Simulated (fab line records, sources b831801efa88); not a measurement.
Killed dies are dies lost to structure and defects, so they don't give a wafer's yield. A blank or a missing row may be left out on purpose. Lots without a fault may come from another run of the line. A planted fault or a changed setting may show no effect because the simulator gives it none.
Which tool did it? | flow gf180mcu | 7 lots, 21 wafers sampled, at 1 step of a route of 602

WHAT THE GAUGES READ, wafer by wafer
GF_STI_THK_MEAS_22.
lot  | measured    | on            | STI_OXIDATION_01_THK (nm)
L343 | day 2 13:53 | film_metro-03 | 14.81 15.15 14.78
L345 | day 3 00:57 | film_metro-04 | 14.62 14.71 14.77
L348 | day 3 17:11 | film_metro-02 | 15.39 15.46 15.38
L350 | day 4 01:29 | film_metro-02 | 14.76 14.90 14.90
L355 | day 5 03:26 | film_metro-03 | 15.50 15.27 15.27
L361 | day 6 12:30 | film_metro-04 | 15.21 15.00 15.07
L364 | day 7 05:38 | film_metro-02 | 14.43 14.51 14.07

WHICH TOOL RAN EACH LOT (tool, then ch and the chambers of the sampled wafers, then the start)
The record holds no process step before these readings.

THE ANSWER, worked out from the rows above alone
Rule: what is usual is taken from the lots themselves. Put in order of their means at a reading, lots are off if they are a third of the lots or fewer, leave a main group of 4 or more, and stand apart from it by a gap of 3 or more times the standard deviation of the main group's means; of several such gaps the widest counts. A main group whose means are all the same, to the digits that the tables above print for the reading, isn't used. A lot without any number at a reading at which 4 lots or more have one is off too. The other lots that the step has rows for count as sound.
No lot is off at any reading shown: from this, nothing can be told.

WHAT THE SIMULATOR HAD PUT IN
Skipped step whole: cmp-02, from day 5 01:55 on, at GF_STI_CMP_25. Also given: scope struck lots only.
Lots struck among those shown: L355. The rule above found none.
